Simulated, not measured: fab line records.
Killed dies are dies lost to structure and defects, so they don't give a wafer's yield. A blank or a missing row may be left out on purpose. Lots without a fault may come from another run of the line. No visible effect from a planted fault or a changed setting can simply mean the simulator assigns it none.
What tool caused it? | flow sky130 | 11 lots, 33 wafers sampled, at 5 steps of a route of 708

== WHAT EACH GAUGE READ, for each wafer ==
No reading from a measuring or inspecting step in the record can be judged against a usual standard deviation.

== TOOL THAT RAN EACH LOT (tool first, then ch and the chambers of the sampled wafers, then the start) ==
lot  | SKY_GATE_OXIDE_COAT_05            | SKY_GATE_OXIDE_STRIP_13              | SKY_CONTACT_CMP_04            | SKY_METAL1_SPUTTER_03        | SKY_METAL1_STRIP_20
L633 | litho_track-03 ch 0, day 13 02:44 | plasma_asher-01 ch 0,1, day 13 16:03 | cmp-02 ch 0,1, day 30 03:54   | pvd_sputter-02, day 31 09:21 | plasma_asher-04 ch 0,1, day 32 13:53
L635 | litho_track-01 ch 0, day 13 19:24 | plasma_asher-01 ch 0,1, day 14 09:02 | cmp-01 ch 0,1,3, day 31 02:11 | pvd_sputter-01, day 32 06:50 | plasma_asher-04 ch 0,1, day 33 10:26
L636 | litho_track-03 ch 0, day 14 00:04 | plasma_asher-03 ch 0,1, day 14 13:53 | cmp-01 ch 0,3, day 31 03:02   | pvd_sputter-03, day 32 08:43 | plasma_asher-04 ch 0,1, day 33 11:48
L638 | litho_track-04 ch 0, day 15 05:06 | plasma_asher-01 ch 0,1, day 15 19:56 | cmp-02 ch 0,1,3, day 32 12:33 | pvd_sputter-01, day 33 16:49 | plasma_asher-01 ch 0,1, day 34 19:27
L641 | litho_track-01 ch 0, day 16 02:45 | plasma_asher-02 ch 0,1, day 16 17:33 | cmp-01 ch 0,2,3, day 33 03:38 | pvd_sputter-02, day 34 07:54 | plasma_asher-04 ch 0,1, day 35 11:02
L645 | litho_track-04 ch 0, day 17 21:09 | plasma_asher-02 ch 0,1, day 18 12:58 | cmp-01 ch 1,3, day 35 00:53   | pvd_sputter-01, day 36 05:26 | plasma_asher-04 ch 0,1, day 37 07:58
L647 | litho_track-03 ch 0, day 18 03:35 | plasma_asher-02 ch 0,1, day 18 19:01 | cmp-02 ch 1,2, day 35 02:51   | pvd_sputter-02, day 36 07:13 | plasma_asher-03 ch 0,1, day 37 09:35
L651 | litho_track-04 ch 0, day 20 08:45 | plasma_asher-03 ch 0,1, day 21 01:18 | cmp-01 ch 0,1,2, day 36 23:11 | pvd_sputter-01, day 38 03:07 | plasma_asher-01 ch 0,1, day 39 04:49
L652 | litho_track-03 ch 0, day 20 11:04 | plasma_asher-01 ch 1, day 21 03:00   | cmp-01 ch 0,2,3, day 37 03:05 | pvd_sputter-03, day 38 06:33 | plasma_asher-04 ch 0,1, day 39 08:14
L653 | litho_track-01 ch 0, day 20 12:03 | plasma_asher-02 ch 0,1, day 21 04:22 | cmp-02 ch 0,1, day 37 04:59   | pvd_sputter-03, day 38 08:39 | plasma_asher-01 ch 0,1, day 39 10:16
L654 | litho_track-04 ch 0, day 20 21:15 | plasma_asher-03 ch 0,1, day 21 12:57 | cmp-01 ch 0,1,2, day 37 09:09 | pvd_sputter-03, day 38 13:10 | plasma_asher-01 ch 0,1, day 39 14:41
- SKY_GATE_OXIDE_COAT_05: resist thk 1140 nm.
- SKY_GATE_OXIDE_STRIP_13: strips in O2/N2.
- SKY_CONTACT_CMP_04: polishes SiO2.
- SKY_METAL1_SPUTTER_03: material Ti, target thk 5 nm, time 3.3 s.
- SKY_METAL1_STRIP_20: strips in O2/N2.

== AS READ BY THE TOOLS THEMSELVES (means over the sampled wafers that have a number; for cases with no such wafer, the mark the record gives instead) ==
SKY_GATE_OXIDE_COAT_05. Usual: 46.8 kPa for dispense_pressure_kPa, sd 2.2.
lot  | tool           | dispense_pressure_kPa (kPa) | flag
L633 | litho_track-03 | 45.7                        |
L635 | litho_track-01 | 50.1                        |
L636 | litho_track-03 | 45.7                        |
L638 | litho_track-04 | 45.2                        |
L641 | litho_track-01 | 50.1                        |
L645 | litho_track-04 | 45.2                        |
L647 | litho_track-03 | 45.7                        |
L651 | litho_track-04 | 45.2                        |
L652 | litho_track-03 | 45.7                        |
L653 | litho_track-01 | 50.1                        |
L654 | litho_track-04 | 45.2                        |

SKY_GATE_OXIDE_STRIP_13. Usual: drypump_motor_current_A 5.8 A, standard deviation 0.51; o2_flow_sccm 3002 sccm, standard deviation 8.3; oes_product_au 0.715 a.u., standard deviation 0.0049; strip_time_to_endpoint_s 14.19 s, standard deviation 0.035.
lot  | tool            | drypump_motor_current_A (A) | o2_flow_sccm (sccm) | oes_product_au (a.u.) | strip_time_to_endpoint_s (s) | flag
L633 | plasma_asher-01 | 5.4                         | 3009                | 0.716                 | 14.22                        |
L635 | plasma_asher-01 | 5.1                         | 3003                | 0.716                 | 14.22                        |
L636 | plasma_asher-03 | 6.0                         | 2995                | 0.715                 | 14.17                        |
L638 | plasma_asher-01 | 5.4                         | 2995                | 0.719                 | 14.19                        |
L641 | plasma_asher-02 | 6.2                         | 3001                | 0.716                 | 14.21                        |
L645 | plasma_asher-02 | 6.1                         | 3010                | 0.713                 | 14.21                        |
L647 | plasma_asher-02 | 6.2                         | 3004                | 0.717                 | 14.17                        |
L651 | plasma_asher-03 | 6.0                         | 3000                | 0.712                 | 13.15                        | OFF
L652 | plasma_asher-01 | 4.8                         | 3006                | 0.712                 | 14.12                        |
L653 | plasma_asher-02 | 6.1                         | 2997                | 0.710                 | 14.18                        |
L654 | plasma_asher-03 | 6.0                         | 3001                | 0.714                 | 13.15                        | OFF

SKY_CONTACT_CMP_04. Usual: motor_current_A 12.2 A, standard deviation 1.2; slurry_filter_dp_kPa 13.50 kPa, standard deviation 0.13; time_to_endpoint_s 85 s, standard deviation 3.1.
lot  | tool   | motor_current_A (A) | slurry_filter_dp_kPa (kPa) | time_to_endpoint_s (s) | flag
L633 | cmp-02 | 10.9                | 13.65                      | 85                     |
L635 | cmp-01 | 11.4                | 13.48                      | 85                     |
L636 | cmp-01 | 11.6                | 13.54                      | 83                     |
L638 | cmp-02 | 11.9                | 13.52                      | 87                     |
L641 | cmp-01 | 12.8                | 13.47                      | 88                     |
L645 | cmp-01 | 11.9                | 13.47                      | 83                     |
L647 | cmp-02 | 11.9                | 13.55                      | 86                     |
L651 | cmp-01 | 12.2                | 13.51                      | 85                     |
L652 | cmp-01 | 12.8                | 13.62                      | 80                     |
L653 | cmp-02 | 11.4                | 13.47                      | 87                     |
L654 | cmp-01 | 12.3                | 13.35                      | 86                     |

SKY_METAL1_SPUTTER_03. Usual: 30.3 % for throttle_valve_pct, sd 0.74.
lot  | tool           | throttle_valve_pct (%) | flag
L633 | pvd_sputter-02 | 31.0                   |
L635 | pvd_sputter-01 | 30.6                   |
L636 | pvd_sputter-03 | 30.5                   |
L638 | pvd_sputter-01 | 30.1                   |
L641 | pvd_sputter-02 | 30.5                   |
L645 | pvd_sputter-01 | 30.9                   |
L647 | pvd_sputter-02 | 30.8                   |
L651 | pvd_sputter-01 | 29.8                   |
L652 | pvd_sputter-03 | 30.2                   |
L653 | pvd_sputter-03 | 30.6                   |
L654 | pvd_sputter-03 | 30.1                   |

SKY_METAL1_STRIP_20. Usual: drypump_motor_current_A 5.8 A, standard deviation 0.68; o2_flow_sccm 3000 sccm, standard deviation 8; oes_product_au 0.342 a.u., standard deviation 0.0043; strip_time_to_endpoint_s 2.68 s, standard deviation 0.031.
lot  | tool            | drypump_motor_current_A (A) | o2_flow_sccm (sccm) | oes_product_au (a.u.) | strip_time_to_endpoint_s (s) | flag
L633 | plasma_asher-04 | 6.5                         | 3003                | 0.341                 | 2.69                         |
L635 | plasma_asher-04 | 6.1                         | 3005                | 0.343                 | 2.69                         |
L636 | plasma_asher-04 | 6.1                         | 3005                | 0.341                 | 2.70                         |
L638 | plasma_asher-01 | 5.4                         | 2999                | 0.342                 | 2.62                         |
L641 | plasma_asher-04 | 6.5                         | 2998                | 0.340                 | 2.67                         |
L645 | plasma_asher-04 | 6.1                         | 3000                | 0.343                 | 2.66                         |
L647 | plasma_asher-03 | 6.1                         | 3006                | 0.346                 | 2.67                         |
L651 | plasma_asher-01 | 5.4                         | 3010                | 0.338                 | 2.65                         |
L652 | plasma_asher-04 | 6.1                         | 2995                | 0.341                 | 2.66                         |
L653 | plasma_asher-01 | 5.1                         | 2993                | 0.347                 | 2.70                         |
L654 | plasma_asher-01 | 5.4                         | 3002                | 0.340                 | 2.69                         |

== THE ANSWER, worked out from the rows above alone ==
Rule: a lot is off if the mean of its wafers that have a number lies more than 3 standard deviations from the usual mean. A lot without any number at a reading at which 4 lots or more have one is off too. Where the step has rows for the other lots, those lots are counted as sound. Order of review: gauges by route order, followed by the tools' own readings, for which a lot's mean as printed above is used. At the first step where some lot is off, the reading lying furthest off is the one used; lots without a number count as furthest.
Off: L651, L654 (SKY_GATE_OXIDE_STRIP_13, strip_time_to_endpoint_s).
If a tool, at that step or one of the process steps before it, ran each lot that is off and ran no sound lot following the first of them, it fits. Undecided on this evidence; 2 tools fit (litho_track-04 at SKY_GATE_OXIDE_COAT_05, plasma_asher-03 at SKY_GATE_OXIDE_STRIP_13).

== WHAT THE SIMULATOR HAD INSERTED ==
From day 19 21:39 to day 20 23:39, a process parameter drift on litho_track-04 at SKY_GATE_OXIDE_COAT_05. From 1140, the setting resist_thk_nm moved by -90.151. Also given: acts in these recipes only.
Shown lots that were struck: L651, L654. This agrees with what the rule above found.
